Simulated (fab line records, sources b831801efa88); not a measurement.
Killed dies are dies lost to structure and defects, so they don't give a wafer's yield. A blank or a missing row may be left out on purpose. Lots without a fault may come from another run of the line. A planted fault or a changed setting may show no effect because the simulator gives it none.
A struck lot beside a sound one | flow sky130 | 44 steps out of a route of 708
Sound: wafers L915.1, L915.3, L915.5. Struck: wafers L926.2, L926.4, L926.6. The cause comes at the end.
At each step with rows: each side's tool, then ch and its chambers, then its first start. Under that, the readings that differ: sound wafers | struck wafers | difference of the means | sigmas: that difference in standard deviations of wafers without a fault.
alike: readings whose means differ by less than 2 such deviations, and words and numbers that are the same on both sides. not compared: withheld readings, readings that some wafer has no value for, bounds like >300 that may hide the same value, and numbers for which the record gives no deviation and whose values overlap.
The two part at a step that has a row with sigmas, a row that says differs or no value, or rows on one side only. Numbers that don't overlap but have no deviation are shown without sigmas and don't part them. A reading that every wafer of one side lacks parts them only if that side has two wafers or more.

first, 6 steps without rows for these wafers: SKY_VT_ADJUST_LVTN_HMDS_12 (prime time 60 s); SKY_VT_ADJUST_LVTN_COAT_13 (resist thk 1140 nm); SKY_VT_ADJUST_LVTN_SOFTBAKE_14 (time 60 s); SKY_VT_ADJUST_LVTN_EXPOSE_15 (exposes mask HVN STD DERIVED, target cd 600 nm); SKY_VT_ADJUST_LVTN_PEB_16; SKY_VT_ADJUST_LVTN_DEVELOP_17 (develop time 60 s).
SKY_VT_ADJUST_LVTN_OVL_MEAS_18:
  sound on overlay-01, day 10 06:44; struck on overlay-02, day 13 12:47
  alike: VT_ADJUST_LVTN_01_OVL
then, 1 step without rows for these wafers: SKY_VT_ADJUST_LVTN_IMPLANT_19.
SKY_VT_ADJUST_LVTN_STRIP_20: strips in O2/N2.
  sound on plasma_asher-01 ch 0,1, day 10 06:55; struck on plasma_asher-02 ch 0,1, day 13 12:58
  alike: drypump_motor_current_A, oes_product_au, strip_time_to_endpoint_s
  not compared: rf_hours_counter_h
SKY_VT_ADJUST_LVTN_TW_MEAS_21:
  sound on film_metro-04, day 10 07:01; struck on film_metro-02, day 13 13:04
  alike: VT_ADJUST_LVTN_2_TW
then, 2 steps without rows for these wafers: SKY_VT_ADJUST_NCORE_DEHYDRATE_00 (time 60 s); SKY_VT_ADJUST_NCORE_HMDS_01 (prime time 60 s).
SKY_VT_ADJUST_NCORE_COAT_02: resist thk 1140 nm.
  sound on litho_track-02 ch 0, day 10 18:01; struck on litho_track-01, day 14 01:41
  no value came back on the struck wafers for chill_plate_temp_C (C), dispense_pressure_kPa (kPa); on the sound wafers chill_plate_temp_C (C) reads 22.94 22.90 22.87
then, 4 steps without rows for these wafers: SKY_VT_ADJUST_NCORE_SOFTBAKE_03 (time 60 s); SKY_VT_ADJUST_NCORE_EXPOSE_04 (exposes mask LVTN COMPLEMENT THIN, target cd 380 nm); SKY_VT_ADJUST_NCORE_PEB_05; SKY_VT_ADJUST_NCORE_DEVELOP_06 (develop time 60 s).
SKY_VT_ADJUST_NCORE_CD_MEAS_07: target cd 380 nm.
  sound on cd_sem-01, day 11 05:19; struck on cd_sem-02, day 14 13:26
  reading    | sound             | struck | difference                    | sigmas
  cd_nm (nm) | 380.8 379.9 381.9 | - - -  | no value on the struck wafers |
SKY_VT_ADJUST_NCORE_OVL_MEAS_08:
  sound on overlay-01, day 11 05:26; struck on overlay-01, day 14 13:32
  reading                  | sound       | struck | difference                    | sigmas
  VT_ADJUST_NCORE_OVL (nm) | 2.0 0.7 0.5 | - - -  | no value on the struck wafers |
then, 1 step without rows for these wafers: SKY_VT_ADJUST_NCORE_IMPLANT_09.
SKY_VT_ADJUST_NCORE_STRIP_10: strips in O2/N2.
  sound on plasma_asher-04 ch 0,1, day 11 05:38; struck on plasma_asher-03 ch 0, day 14 13:43
  no value came back on the struck wafers for oes_product_au (a.u.), strip_time_to_endpoint_s (s); on the sound wafers oes_product_au (a.u.) reads 0.717 0.715 0.707
  alike: drypump_motor_current_A
  not compared: rf_hours_counter_h
SKY_VT_ADJUST_NCORE_TW_MEAS_11:
  sound on film_metro-01, day 11 05:44; struck on film_metro-04, day 14 13:49
  alike: VT_ADJUST_NCORE_TW
then, 7 steps without rows for these wafers: SKY_VT_ADJUST_HVTR_DEHYDRATE_00 (time 60 s); SKY_VT_ADJUST_HVTR_HMDS_01 (prime time 60 s); SKY_VT_ADJUST_HVTR_COAT_02 (resist thk 1140 nm); SKY_VT_ADJUST_HVTR_SOFTBAKE_03 (time 60 s); SKY_VT_ADJUST_HVTR_EXPOSE_04 (exposes mask HVTRM, target cd 380 nm); SKY_VT_ADJUST_HVTR_PEB_05; SKY_VT_ADJUST_HVTR_DEVELOP_06 (develop time 60 s).
SKY_VT_ADJUST_HVTR_CD_MEAS_07: target cd 380 nm.
  sound on cd_sem-01, day 12 05:08; struck on cd_sem-01, day 15 16:44
  alike: cd_nm
SKY_VT_ADJUST_HVTR_OVL_MEAS_08:
  sound on overlay-01, day 12 05:16; struck on overlay-02, day 15 16:50
  alike: VT_ADJUST_HVTR_OVL
then, 1 step without rows for these wafers: SKY_VT_ADJUST_HVTR_IMPLANT_09.
SKY_VT_ADJUST_HVTR_STRIP_10: strips in O2/N2.
  sound on plasma_asher-02 ch 0,1, day 12 05:26; struck on plasma_asher-04 ch 0, day 15 17:01
  alike: drypump_motor_current_A, oes_product_au, strip_time_to_endpoint_s
  not compared: rf_hours_counter_h
SKY_VT_ADJUST_HVTR_TW_MEAS_11:
  sound on film_metro-02, day 12 05:32; struck on film_metro-01, day 15 17:07
  reading           | sound             | struck            | difference | sigmas
  VT_ADJUST_HVTR_TW | 211.8 212.8 211.8 | 264.2 265.2 262.8 | +51.9      | +29
then, 7 steps without rows for these wafers: SKY_VT_ADJUST_PCH_DEHYDRATE_00 (time 60 s); SKY_VT_ADJUST_PCH_HMDS_01 (prime time 60 s); SKY_VT_ADJUST_PCH_COAT_02 (resist thk 3000 nm); SKY_VT_ADJUST_PCH_SOFTBAKE_03; SKY_VT_ADJUST_PCH_EXPOSE_04 (exposes mask NWM, target cd 840 nm); SKY_VT_ADJUST_PCH_PEB_05; SKY_VT_ADJUST_PCH_DEVELOP_06 (develop time 60 s).
SKY_VT_ADJUST_PCH_OVL_MEAS_07:
  sound on overlay-02, day 13 05:59; struck on overlay-01, day 16 20:16
  alike: VT_ADJUST_PCH_OVL
SKY_VT_ADJUST_PCH_TW_MEAS_10:
  sound on film_metro-01, day 13 06:16; struck on film_metro-02, day 16 20:33
  reading          | sound             | struck            | difference | sigmas
  VT_ADJUST_PCH_TW | 142.9 143.0 143.7 | 229.4 228.8 228.8 | +85.8      | +99 or more
SKY_SONOS_TUNNEL_TW_MEAS_12:
  sound on film_metro-02, day 14 07:17; struck on film_metro-03, day 18 00:43
  reading         | sound             | struck            | difference | sigmas
  SONOS_TUNNEL_TW | 195.4 194.9 197.1 | 250.2 252.5 248.4 | +54.6      | +30

WHERE THEY PART
First at SKY_VT_ADJUST_NCORE_COAT_02; last, within this record, at SKY_SONOS_TUNNEL_TW_MEAS_12.

WHY: what the simulator had put in
Skipped step whole: litho_track-01, from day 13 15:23 on, at SKY_VT_ADJUST_NCORE_COAT_02. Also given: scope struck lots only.
